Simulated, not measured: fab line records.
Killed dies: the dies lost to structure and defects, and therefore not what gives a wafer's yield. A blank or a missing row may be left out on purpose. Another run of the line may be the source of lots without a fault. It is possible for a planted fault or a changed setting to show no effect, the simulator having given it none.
What tool caused it? + flow gf180mcu + 13 lots, 38 wafers sampled, at 5 steps of a route of 602

## WHAT EACH GAUGE READ, for each wafer
GF_MIM_THK_MEAS_06. Usual: MIM_CVD_05_THK typically reads 42.1 nm, with standard deviation 0.55.
| lot  | measured     | on           | MIM_CVD_05_THK (nm) | flag |
|------|--------------|--------------|---------------------|------|
| L505 | day 24 19:49 | filmMetro-03 | 42.0 42.5 42.1      |      |
| L506 | day 25 04:11 | filmMetro-02 | 42.3 42.7 42.4      |      |
| L507 | day 25 21:41 | filmMetro-01 | 41.4 41.5 41.9      |      |
| L508 | day 26 01:37 | filmMetro-02 | 41.2 41.4 42.4      |      |
| L509 | day 26 12:02 | filmMetro-01 | 41.8 41.6 42.3      |      |
| L510 | day 26 17:06 | filmMetro-03 | 42.0 42.7 42.5      |      |
| L511 | day 26 19:51 | filmMetro-01 | 42.1 42.1 42.7      |      |
| L512 | day 26 23:41 | filmMetro-02 | 41.3 42.3 42.0      |      |
| L515 | day 28 07:37 | filmMetro-02 | 42.8 42.8 42.8      |      |
| L516 | day 28 07:55 | filmMetro-03 | 41.8 41.4 42.9      |      |
| L523 | day 30 13:48 | filmMetro-02 | 41.9 42.1           |      |
| L525 | day 31 01:23 | filmMetro-01 | 41.6 42.4 41.6      |      |
| L526 | day 31 02:29 | filmMetro-02 | 41.6 41.8 41.8      |      |

GF_MIM_RS_MEAS_10: the measuring method here is four-point-probe. Usual: MIM_ALCU_RS typically reads 0.1607 ohm/sq, with standard deviation 0.0023.
| lot  | measured     | on           | MIM_ALCU_RS (ohm/sq) | flag |
|------|--------------|--------------|----------------------|------|
| L505 | day 24 19:59 | filmMetro-01 | 0.1582 0.1590 0.1593 |      |
| L506 | day 25 04:20 | filmMetro-03 | 0.1649 0.1648 0.1645 |      |
| L507 | day 25 21:51 | filmMetro-03 | 0.1596 0.1601 0.1577 |      |
| L508 | day 26 01:46 | filmMetro-01 | 0.1601 0.1600 0.1601 |      |
| L509 | day 26 12:13 | filmMetro-01 | 0.1630 0.1621 0.1617 |      |
| L510 | day 26 17:17 | filmMetro-01 | 0.1617 0.1605 0.1617 |      |
| L511 | day 26 20:01 | filmMetro-02 | 0.1635 0.1610 0.1625 |      |
| L512 | day 26 23:52 | filmMetro-03 | 0.1550 0.1572 0.1569 |      |
| L515 | day 28 07:49 | filmMetro-01 | 0.1649 0.1630 0.1627 |      |
| L516 | day 28 08:04 | filmMetro-01 | 0.1613 0.1614 0.1604 |      |
| L523 | day 30 13:58 | filmMetro-02 | 0.1630 0.1617        |      |
| L525 | day 31 01:32 | filmMetro-01 | 0.1605 0.1620 0.1594 |      |
| L526 | day 31 02:39 | filmMetro-02 | 0.1602 0.1612 0.1599 |      |

GF_V5_THK_MEAS_01. Usual: V5_CVD_00_THK typically reads 298 nm, with standard deviation 3.6.
| lot  | measured     | on           | V5_CVD_00_THK (nm) | flag |
|------|--------------|--------------|--------------------|------|
| L505 | day 26 14:16 | filmMetro-03 | 300 306 299        |      |
| L506 | day 26 22:43 | filmMetro-04 | 302 299 301        |      |
| L507 | day 27 16:10 | filmMetro-03 | 300 300 298        |      |
| L508 | day 27 18:28 | filmMetro-03 | 300 296 293        |      |
| L509 | day 28 05:28 | filmMetro-04 | 301 300 302        |      |
| L510 | day 28 09:55 | filmMetro-03 | 301 296 300        |      |
| L511 | day 28 11:52 | filmMetro-03 | 300 298 300        |      |
| L512 | day 28 17:06 | filmMetro-03 | 296 295 300        |      |
| L515 | day 30 00:19 | filmMetro-03 | 297 301 300        |      |
| L516 | day 30 00:28 | filmMetro-04 | 293 296 292        |      |
| L523 | day 32 02:05 | filmMetro-03 | 358 357            | OFF  |
| L525 | day 32 13:18 | filmMetro-03 | 292 295 289        |      |
| L526 | day 32 14:04 | filmMetro-02 | 354 358 357        | OFF  |

## WHAT TOOL EACH LOT RAN ON (gives the tool, then ch and the chambers of the sampled wafers, and finally the start)
| lot  | GF_MIM_SPUTTER_07           | GF_V5_CVD_00                     |
|------|-----------------------------|----------------------------------|
| L505 | pvdSputter-03, day 24 19:52 | hdpcvd-02 ch 0,1,2, day 26 14:13 |
| L506 | pvdSputter-04, day 25 04:14 | hdpcvd-02 ch 0,2, day 26 22:41   |
| L507 | pvdSputter-02, day 25 21:45 | hdpcvd-01 ch 0,1,2, day 27 16:08 |
| L508 | pvdSputter-03, day 26 01:40 | hdpcvd-01 ch 0,1,2, day 27 18:25 |
| L509 | pvdSputter-04, day 26 12:05 | hdpcvd-01 ch 0,1, day 28 05:25   |
| L510 | pvdSputter-04, day 26 17:08 | hdpcvd-01 ch 0,1,2, day 28 09:50 |
| L511 | pvdSputter-03, day 26 19:55 | hdpcvd-02 ch 0,2, day 28 11:50   |
| L512 | pvdSputter-02, day 26 23:44 | hdpcvd-02 ch 0,1,2, day 28 17:02 |
| L515 | pvdSputter-03, day 28 07:39 | hdpcvd-01 ch 0,1,2, day 30 00:16 |
| L516 | pvdSputter-04, day 28 07:58 | hdpcvd-02 ch 0,2, day 30 00:25   |
| L523 | pvdSputter-03, day 30 13:51 | hdpcvd-01 ch 0,1, day 32 02:02   |
| L525 | pvdSputter-04, day 31 01:26 | hdpcvd-02 ch 0,2, day 32 13:15   |
| L526 | pvdSputter-02, day 31 02:33 | hdpcvd-01 ch 0,1,2, day 32 14:01 |
- GF_MIM_SPUTTER_07: material TiN, target thk 60 nm, time 50 s.
- GF_V5_CVD_00: deposits SiO2, target thk 300 nm, time 50 s.

## AS READ BY THE TOOLS THEMSELVES (means over the sampled wafers that have a number; for cases with no such wafer, the mark the record gives instead)
GF_MIM_SPUTTER_07. Usual: throttleValvePct reads 29.9 % (standard deviation 0.9).
| lot  | tool          | throttleValvePct (%) | flag |
|------|---------------|----------------------|------|
| L505 | pvdSputter-03 | 29.9                 |      |
| L506 | pvdSputter-04 | 31.0                 |      |
| L507 | pvdSputter-02 | 29.7                 |      |
| L508 | pvdSputter-03 | 30.1                 |      |
| L509 | pvdSputter-04 | 29.9                 |      |
| L510 | pvdSputter-04 | 28.9                 |      |
| L511 | pvdSputter-03 | 30.1                 |      |
| L512 | pvdSputter-02 | 30.4                 |      |
| L515 | pvdSputter-03 | 29.8                 |      |
| L516 | pvdSputter-04 | 29.7                 |      |
| L523 | pvdSputter-03 | 29.4                 |      |
| L525 | pvdSputter-04 | 29.3                 |      |
| L526 | pvdSputter-02 | 29.5                 |      |

GF_V5_CVD_00. Usual: sih4FlowSccm reads 59.98 sccm (standard deviation 0.19).
| lot  | tool      | sih4FlowSccm (sccm) | flag |
|------|-----------|---------------------|------|
| L505 | hdpcvd-02 | 60.08               |      |
| L506 | hdpcvd-02 | 60.16               |      |
| L507 | hdpcvd-01 | 59.88               |      |
| L508 | hdpcvd-01 | 60.09               |      |
| L509 | hdpcvd-01 | 60.22               |      |
| L510 | hdpcvd-01 | 59.97               |      |
| L511 | hdpcvd-02 | 60.00               |      |
| L512 | hdpcvd-02 | 60.04               |      |
| L515 | hdpcvd-01 | 60.07               |      |
| L516 | hdpcvd-02 | 59.86               |      |
| L523 | hdpcvd-01 | 72.03               | OFF  |
| L525 | hdpcvd-02 | 60.06               |      |
| L526 | hdpcvd-01 | 71.88               | OFF  |

## THE ANSWER, worked out from the rows above alone
Rule: a lot is off if the mean of its wafers that have a number lies more than 3 standard deviations from the usual mean. A lot without any number at a reading at which 4 lots or more have one is off too. Where the step has rows for the other lots, those lots are counted as sound. Order of review: gauges by route order, followed by the tools' own readings, for which a lot's mean as printed above is used. At the first step where some lot is off, the reading lying furthest off is the one used; lots without a number count as furthest.
Off: at GF_V5_THK_MEAS_01 (V5_CVD_00_THK), L523, L526.
If a tool, at a process step before that reading, ran all the lots that are off and no sound lot after the first of them, it fits. The gauges at GF_V5_THK_MEAS_01 aren't tried: what is off there is off at GF_V5_CVD_00 too, on other tools, and a gauge's error can't cause that. One candidate fits, namely hdpcvd-01 at GF_V5_CVD_00. A fault onset in the window from L515 (day 30 00:16, its last sound lot) to L523 (day 32 02:02, its first lot off) fits.
The tool's own readings at GF_V5_CVD_00 bear it out: on the lots that are off they differ by more than 5 times the standard deviation of the sound lots' means. sih4FlowSccm reads 71.95 sccm there against 60.04 sccm on the sound lots.

## WHAT THE SIMULATOR HAD INSERTED
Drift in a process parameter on hdpcvd-01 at GF_V5_CVD_00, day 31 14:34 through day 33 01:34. A move of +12 in setting sih4FlowSccm, from 60. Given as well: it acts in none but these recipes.
Shown lots that were struck: L523, L526. The rule above found the same.
